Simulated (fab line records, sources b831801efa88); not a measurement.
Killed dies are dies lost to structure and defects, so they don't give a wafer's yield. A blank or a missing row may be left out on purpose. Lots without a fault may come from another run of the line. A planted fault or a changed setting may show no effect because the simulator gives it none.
Which tool did it? | flow sky130 | 12 lots, 36 wafers sampled, at 1 step of a route of 708

WHAT THE GAUGES READ, wafer by wafer
SKY_VIA2_THK_MEAS_01.
lot  | measured     | on            | VIA2_HDPCVD_THK (nm)
L077 | day 35 13:51 | film_metro-04 | 1176 1177 1168
L076 | day 35 19:35 | film_metro-04 | 1196 1183 1170
L079 | day 36 03:58 | film_metro-01 | 1204 1190 1210
L081 | day 37 11:55 | film_metro-01 | 1160 1148 1160
L083 | day 37 21:23 | film_metro-04 | 1158 1171 1169
L085 | day 39 05:28 | film_metro-01 | 1178 1177 1199
L087 | day 39 10:34 | film_metro-02 | 1187 1165 1179
L089 | day 39 20:20 | film_metro-01 | 1162 1148 1150
L091 | day 40 10:17 | film_metro-01 | 1182 1174 1190
L093 | day 40 20:55 | film_metro-04 | 1169 1188 1206
L095 | day 41 14:10 | film_metro-04 | 1192 1195 1179
L097 | day 42 08:19 | film_metro-04 | 1196 1173 1192

WHICH TOOL RAN EACH LOT (tool, then ch and the chambers of the sampled wafers, then the start)
The record holds no process step before these readings.

THE ANSWER, worked out from the rows above alone
Rule: what is usual is taken from the lots themselves. Put in order of their means at a reading, lots are off if they are a third of the lots or fewer, leave a main group of 4 or more, and stand apart from it by a gap of 3 or more times the standard deviation of the main group's means; of several such gaps the widest counts. A main group whose means are all the same, to the digits that the tables above print for the reading, isn't used. A lot without any number at a reading at which 4 lots or more have one is off too. The other lots that the step has rows for count as sound.
No lot is off at any reading shown: from this, nothing can be told.

WHAT THE SIMULATOR HAD PUT IN
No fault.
